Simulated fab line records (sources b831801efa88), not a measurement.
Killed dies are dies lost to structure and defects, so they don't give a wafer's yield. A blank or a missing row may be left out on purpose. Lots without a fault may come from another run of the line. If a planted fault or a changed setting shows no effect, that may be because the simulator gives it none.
Which tool is to blame?	flow sky130	Sampling: 14 lots, 42 wafers, 5 of 708 route steps

== WHAT THE GAUGES SHOWED, per wafer ==
SKY_FIELD_ISO_THK_MEAS_23.
lot	measured	on	FIELD_ISO_OXIDATION_01_THK (nm)
L104	day 2 08:59	film-metro-04	10.27 10.15 10.19
L105	day 2 11:52	film-metro-03	10.33 10.07 10.20
L106	day 2 21:52	film-metro-03	9.80 10.06 10.15
L107	day 2 21:52	film-metro-01	10.19 10.07 10.21
L108	day 3 05:37	film-metro-03	9.90 9.85 9.86
L109	day 3 15:20	film-metro-01	9.67 9.77 9.78
L111	day 3 22:05	film-metro-04	10.10 10.03 9.83
L110	day 3 22:06	film-metro-03	9.95 10.09 10.09
L113	day 4 09:24	film-metro-03	9.90 9.85 9.94
L116	day 5 02:20	film-metro-01	10.14 10.25 10.22
L120	day 6 01:51	film-metro-03	9.48 9.44 9.35
L122	day 6 10:04	film-metro-01	9.87 10.10 10.06
L125	day 7 01:49	film-metro-03	10.56 10.42 10.56
L127	day 7 10:14	film-metro-04	10.24 10.13 10.18

SKY_FIELD_ISO_THK_MEAS_25.
lot	measured	on	FIELD_ISO_CVD_24_THK (nm)
L104	day 2 09:07	film-metro-03	598 602 598
L105	day 2 12:02	film-metro-01	602 603 605
L106	day 2 22:00	film-metro-03	588 593 590
L107	day 2 22:00	film-metro-01	600 597 601
L108	day 3 05:45	film-metro-03	593 602 592
L109	day 3 15:28	film-metro-04	590 590 588
L111	day 3 22:17	film-metro-04	598 598 600
L110	day 3 22:14	film-metro-01	601 600 596
L113	day 4 09:36	film-metro-01	592 595 594
L116	day 5 02:28	film-metro-01	599 591 588
L120	day 6 01:59	film-metro-01	604 595 595
L122	day 6 10:12	film-metro-04	595 593 593
L125	day 7 01:57	film-metro-03	602 594 598
L127	day 7 10:22	film-metro-04	596 594 597

SKY_VT_ADJUST_NCORE_CD_MEAS_07: the cd target is 380 nm.
lot	measured	on	cd-nm (nm)
L104	day 8 07:44	cd-sem-01	378 377 378
L105	day 8 19:54	cd-sem-01	382 382 383
L106	day 9 02:08	cd-sem-01	380 381 379
L107	day 9 07:04	cd-sem-01	383 381 383
L108	day 9 21:25	cd-sem-01	376 374 377
L109	day 10 23:35	cd-sem-02	378 377 377
L111	day 11 02:41	cd-sem-01	379 379 378
L110	day 10 23:52	cd-sem-01	383 382 382
L113	day 12 03:25	cd-sem-01	377 377 380
L116	day 13 03:49	cd-sem-01	376 379 376
L120	day 13 20:23	cd-sem-01	376 373 375
L122	day 14 09:12	cd-sem-01	380 378 380
L125	day 15 02:26	cd-sem-01	378 380 381
L127	day 15 14:01	cd-sem-01	380 381 379

== TOOL THAT RAN EACH LOT (tool first, then ch and the chambers of the sampled wafers, then the start) ==
lot	SKY_NWELL_COAT_05	SKY_NWELL_STRIP_14
L104	litho-track-02 ch 0, day 4 03:40	plasma-asher-04 ch 0,1, day 4 12:10
L105	litho-track-04 ch 0, day 4 11:14	plasma-asher-01 ch 0,1, day 4 19:43
L106	litho-track-01 ch 0, day 4 17:14	plasma-asher-03 ch 0,1, day 5 02:41
L107	litho-track-01 ch 0, day 4 18:53	plasma-asher-03 ch 1, day 5 03:58
L108	litho-track-02 ch 0, day 5 09:46	plasma-asher-04 ch 1, day 5 18:26
L109	litho-track-02 ch 0, day 6 04:13	plasma-asher-04 ch 0,1, day 6 14:22
L111	litho-track-01 ch 0, day 6 04:59	plasma-asher-01 ch 0, day 6 15:04
L110	litho-track-01 ch 0, day 6 04:23	plasma-asher-01 ch 0,1, day 6 14:34
L113	litho-track-01 ch 0, day 6 23:47	plasma-asher-04 ch 0,1, day 7 10:58
L116	litho-track-04 ch 0, day 7 20:05	plasma-asher-01 ch 0,1, day 8 07:40
L120	litho-track-01 ch 0, day 8 10:29	plasma-asher-03 ch 0,1, day 8 22:07
L122	litho-track-02 ch 0, day 8 21:02	plasma-asher-03 ch 0,1, day 9 08:44
L125	litho-track-02 ch 0, day 9 11:02	plasma-asher-01 ch 0,1, day 9 22:31
L127	litho-track-04 ch 0, day 9 20:02	plasma-asher-01 ch 0,1, day 10 07:31
- SKY_NWELL_COAT_05: resist thk 3000 nm.
- SKY_NWELL_STRIP_14: strips in O2/N2.

== WHAT THE TOOLS THEMSELVES READ (means of the sampled wafers that have a number; where no wafer has one, the mark that the record gives instead) ==
SKY_NWELL_COAT_05.
lot	tool	resist-line-temp-C (C)
L104	litho-track-02	22.93
L105	litho-track-04	23.05
L106	litho-track-01	23.05
L107	litho-track-01	23.05
L108	litho-track-02	22.95
L109	litho-track-02	22.90
L111	litho-track-01	22.99
L110	litho-track-01	23.11
L113	litho-track-01	22.86
L116	litho-track-04	23.11
L120	litho-track-01	23.07
L122	litho-track-02	23.05
L125	litho-track-02	23.05
L127	litho-track-04	22.99

SKY_NWELL_STRIP_14.
lot	tool	chamber-pressure-mTorr (mTorr)	drypump-motor-current-A (A)	n2-flow-sccm (sccm)	o2-flow-sccm (sccm)	oes-product-au (a.u.)	strip-time-to-endpoint-s (s)
L104	plasma-asher-04	1500.1	5.4	299.7	3004	0.721	36.87
L105	plasma-asher-01	1500.2	5.2	299.2	3000	0.722	36.85
L106	plasma-asher-03	1498.6	5.9	300.3	3000	0.724	36.89
L107	plasma-asher-03	1501.2	6.2	300.1	2989	0.724	36.95
L108	plasma-asher-04	1500.5	5.2	300.5	2994	0.725	37.08
L109	plasma-asher-04	1499.6	5.4	300.9	2996	0.726	36.91
L111	plasma-asher-01	1499.8	4.9	300.3	3009	0.725	37.02
L110	plasma-asher-01	1500.7	5.4	300.5	2999	0.718	36.96
L113	plasma-asher-04	1498.8	5.4	300.0	2999	0.714	22.98
L116	plasma-asher-01	1500.7	5.2	299.8	2999	0.727	37.10
L120	plasma-asher-03	1500.1	5.5	300.5	3001	0.718	22.95
L122	plasma-asher-03	1498.8	5.6	299.8	2997	0.720	36.98
L125	plasma-asher-01	1499.7	5.2	300.0	3004	0.719	36.75
L127	plasma-asher-01	1499.0	5.2	300.6	2996	0.723	37.01

== THE ANSWER, worked out from the rows above alone ==
Rule: the usual values come from the lots themselves. The widest of any qualifying gaps counts: lots, ordered by their means at a reading, are off when they make up no more than a third of the lots, leave a main group of 4 or more, and stand apart from it by 3 or more times the standard deviation of that group's means. If all means in a main group match to the digits the tables above print for the reading, that group is not used. A lot without any number at a reading at which 4 lots or more have one is off too. The other lots that the step has rows for count as sound. After the gauges, taken in route order, come the tools' own readings; for these a lot's mean is taken, as printed above. At the first step where some lot is off, the reading lying furthest off is the one used; lots without a number count as furthest.
Off, at SKY_NWELL_STRIP_14 on strip-time-to-endpoint-s: L113, L120. Main group: mean 36.95 s, sd 0.096.
A tool fits if, at that step or a process step before it, it ran every lot that is off, and no sound lot after the first of them. One candidate fits, namely litho-track-01 at SKY_NWELL_COAT_05. A fault onset in the window from L111 (day 6 04:59, its last sound lot) to L113 (day 6 23:47, its first lot off) fits.

== WHAT WAS PUT IN BY THE SIMULATOR ==
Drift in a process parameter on litho-track-01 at SKY_NWELL_COAT_05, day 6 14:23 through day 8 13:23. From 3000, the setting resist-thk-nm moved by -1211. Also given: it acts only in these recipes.
Struck lots among those shown: L113, L120. The rule given above showed the same thing.
